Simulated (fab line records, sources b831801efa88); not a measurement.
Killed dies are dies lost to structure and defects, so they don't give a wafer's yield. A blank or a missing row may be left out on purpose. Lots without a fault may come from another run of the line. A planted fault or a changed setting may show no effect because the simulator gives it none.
Which tool did it? | flow gf180mcu | 12 lots, 36 wafers sampled, at 6 steps of a route of 602

WHAT THE GAUGES READ, wafer by wafer
GF_M4_CD_MEAS_14: target cd 280 nm.
lot  | measured     | on        | cd_nm (nm)
L993 | day 23 06:40 | cd_sem-01 | 280.6 279.7 281.0
L995 | day 23 22:54 | cd_sem-02 | 279.6 279.7 278.9
L996 | day 24 02:21 | cd_sem-02 | 280.6 280.9 280.2
L997 | day 24 12:35 | cd_sem-01 | 280.1 279.8 280.5
L999 | day 25 00:16 | cd_sem-02 | 281.2 279.4 279.8
L101 | day 25 22:59 | cd_sem-01 | 280.4 280.3 280.2
L102 | day 26 09:51 | cd_sem-02 | 280.1 281.2 281.7
L106 | day 27 16:14 | cd_sem-02 | 281.0 279.7 280.2
L108 | day 28 11:13 | cd_sem-01 | 280.4 280.5 280.5
L110 | day 28 19:13 | cd_sem-02 | 278.2 278.3 278.9
L115 | day 29 20:40 | cd_sem-02 | 281.3 281.0 279.7
L116 | day 30 08:33 | cd_sem-01 | 280.0 279.6 279.4

GF_MIM_RS_MEAS_10: measures by four-point-probe.
lot  | measured     | on            | MIM_ALCU_RS (ohm/sq)
L993 | day 24 08:38 | film_metro-03 | 0.1609 0.1597 0.1596
L995 | day 24 23:49 | film_metro-03 | 0.1581 0.1591 0.1616
L996 | day 25 03:20 | film_metro-03 | 0.1599 0.1588 0.1601
L997 | day 25 13:10 | film_metro-03 | 0.1567 0.1562 0.1589
L999 | day 26 00:52 | film_metro-03 | 0.1597 0.1587 0.1647
L101 | day 26 22:58 | film_metro-03 | 0.1603 0.1601 0.1610
L102 | day 27 09:26 | film_metro-04 | 0.1584 0.1579 0.1577
L106 | day 28 16:12 | film_metro-01 | 0.1609 0.1626 0.1618
L108 | day 29 10:13 | film_metro-04 | 0.1661 0.1650 0.1584
L110 | day 29 17:44 | film_metro-04 | 0.1671 0.1688 0.1597
L115 | day 30 17:49 | film_metro-01 | 0.1626 0.1615 0.1622
L116 | day 31 05:21 | film_metro-03 | 0.1636 0.1610 0.1621

GF_MIM_THK_MEAS_11: measures by xrf.
lot  | measured     | on            | MIM_ALCU_THK (nm)
L993 | day 24 08:46 | film_metro-03 | 202.1 202.5 204.5
L995 | day 24 23:56 | film_metro-03 | 206.2 204.3 202.1
L996 | day 25 03:26 | film_metro-03 | 202.6 205.0 203.1
L997 | day 25 13:16 | film_metro-03 | 207.1 207.9 203.7
L999 | day 26 00:57 | film_metro-03 | 202.5 204.2 196.2
L101 | day 26 23:04 | film_metro-03 | 202.2 203.5 202.0
L102 | day 27 09:32 | film_metro-04 | 202.2 202.9 202.6
L106 | day 28 16:19 | film_metro-01 | 200.5 199.9 200.5
L108 | day 29 10:20 | film_metro-04 | 192.4 194.8 201.6
L110 | day 29 17:52 | film_metro-04 | 191.3 190.9 200.5
L115 | day 30 17:56 | film_metro-01 | 199.0 200.3 200.3
L116 | day 31 05:27 | film_metro-03 | 197.5 202.0 199.6

WHICH TOOL RAN EACH LOT (tool, then ch and the chambers of the sampled wafers, then the start)
lot  | GF_V3_SPUTTER_22             | GF_V4_CMP_26                  | GF_MIM_SPUTTER_08
L993 | pvd_sputter-01, day 22 06:47 | cmp-02 ch 1,3, day 24 07:56   | pvd_sputter-04, day 24 08:35
L995 | pvd_sputter-04, day 22 23:30 | cmp-01 ch 0,2,3, day 24 23:06 | pvd_sputter-02, day 24 23:46
L996 | pvd_sputter-01, day 23 03:41 | cmp-01 ch 0,1,3, day 25 02:37 | pvd_sputter-03, day 25 03:14
L997 | pvd_sputter-01, day 23 13:37 | cmp-02 ch 2,3, day 25 12:29   | pvd_sputter-03, day 25 13:05
L999 | pvd_sputter-01, day 24 01:47 | cmp-01 ch 2,3, day 26 00:07   | pvd_sputter-02, day 26 00:44
L101 | pvd_sputter-01, day 25 01:11 | cmp-02 ch 0,1,3, day 26 22:16 | pvd_sputter-04, day 26 22:53
L102 | pvd_sputter-02, day 25 12:32 | cmp-02 ch 0,1,2, day 27 08:46 | pvd_sputter-03, day 27 09:20
L106 | pvd_sputter-02, day 26 19:38 | cmp-02 ch 0,2, day 28 15:28   | pvd_sputter-04, day 28 16:08
L108 | pvd_sputter-02, day 27 14:15 | cmp-01 ch 0,1,2, day 29 09:31 | pvd_sputter-03, day 29 10:10
L110 | pvd_sputter-04, day 27 22:31 | cmp-02 ch 0,2, day 29 17:05   | pvd_sputter-03, day 29 17:41
L115 | pvd_sputter-04, day 29 01:58 | cmp-01 ch 0,2,3, day 30 17:06 | pvd_sputter-04, day 30 17:45
L116 | pvd_sputter-02, day 29 12:52 | cmp-02 ch 0,1,2, day 31 04:42 | pvd_sputter-02, day 31 05:16
- GF_V3_SPUTTER_22: material TiN, target thk 10 nm, time 40 s.
- GF_V4_CMP_26: polishes, stops on SiO2, t overpolish 15 s, target thk 0 nm.
- GF_MIM_SPUTTER_08: material AlCu, target thk 200 nm, time 10.6 s.

WHAT THE TOOLS THEMSELVES READ (means of the sampled wafers that have a number; where no wafer has one, the mark that the record gives instead)
GF_V3_SPUTTER_22.
lot  | tool           | throttle_valve_pct (%)
L993 | pvd_sputter-01 | 30.3
L995 | pvd_sputter-04 | 30.9
L996 | pvd_sputter-01 | 30.7
L997 | pvd_sputter-01 | 30.7
L999 | pvd_sputter-01 | 30.0
L101 | pvd_sputter-01 | 30.5
L102 | pvd_sputter-02 | 30.2
L106 | pvd_sputter-02 | 29.9
L108 | pvd_sputter-02 | 30.0
L110 | pvd_sputter-04 | 30.5
L115 | pvd_sputter-04 | 30.8
L116 | pvd_sputter-02 | 31.1

GF_V4_CMP_26.
lot  | tool   | motor_current_A (A) | overpolish_run_s (s) | time_to_endpoint_s (s)
L993 | cmp-02 | 11.8                | 14.999               | 86
L995 | cmp-01 | 11.5                | 15.004               | 80
L996 | cmp-01 | 11.0                | 14.997               | 80
L997 | cmp-02 | 12.0                | 14.999               | 82
L999 | cmp-01 | 11.8                | 15.006               | 84
L101 | cmp-02 | 11.4                | 14.994               | 83
L102 | cmp-02 | 11.8                | 14.997               | 82
L106 | cmp-02 | 12.2                | 14.995               | 82
L108 | cmp-01 | 10.3                | 15.008               | 85
L110 | cmp-02 | 12.3                | 14.999               | 78
L115 | cmp-01 | 11.7                | 14.998               | 88
L116 | cmp-02 | 11.6                | 14.998               | 81

GF_MIM_SPUTTER_08.
lot  | tool           | throttle_valve_pct (%)
L993 | pvd_sputter-04 | 31.0
L995 | pvd_sputter-02 | 29.8
L996 | pvd_sputter-03 | 29.8
L997 | pvd_sputter-03 | 30.4
L999 | pvd_sputter-02 | 29.5
L101 | pvd_sputter-04 | 31.1
L102 | pvd_sputter-03 | 29.8
L106 | pvd_sputter-04 | 30.7
L108 | pvd_sputter-03 | 29.1
L110 | pvd_sputter-03 | 29.7
L115 | pvd_sputter-04 | 30.7
L116 | pvd_sputter-02 | 30.8

THE ANSWER, worked out from the rows above alone
Rule: what is usual is taken from the lots themselves. Put in order of their means at a reading, lots are off if they are a third of the lots or fewer, leave a main group of 4 or more, and stand apart from it by a gap of 3 or more times the standard deviation of the main group's means; of several such gaps the widest counts. A main group whose means are all the same, to the digits that the tables above print for the reading, isn't used. A lot without any number at a reading at which 4 lots or more have one is off too. The other lots that the step has rows for count as sound. The gauges are gone through in route order, then the tools' own readings, and for those a lot's mean is taken as printed above. The first step at which some lot is off is used, and at that step the reading that is off furthest; a lot without a number counts as furthest.
No lot is off at any reading shown: from this, nothing can be told.

WHAT THE SIMULATOR HAD PUT IN
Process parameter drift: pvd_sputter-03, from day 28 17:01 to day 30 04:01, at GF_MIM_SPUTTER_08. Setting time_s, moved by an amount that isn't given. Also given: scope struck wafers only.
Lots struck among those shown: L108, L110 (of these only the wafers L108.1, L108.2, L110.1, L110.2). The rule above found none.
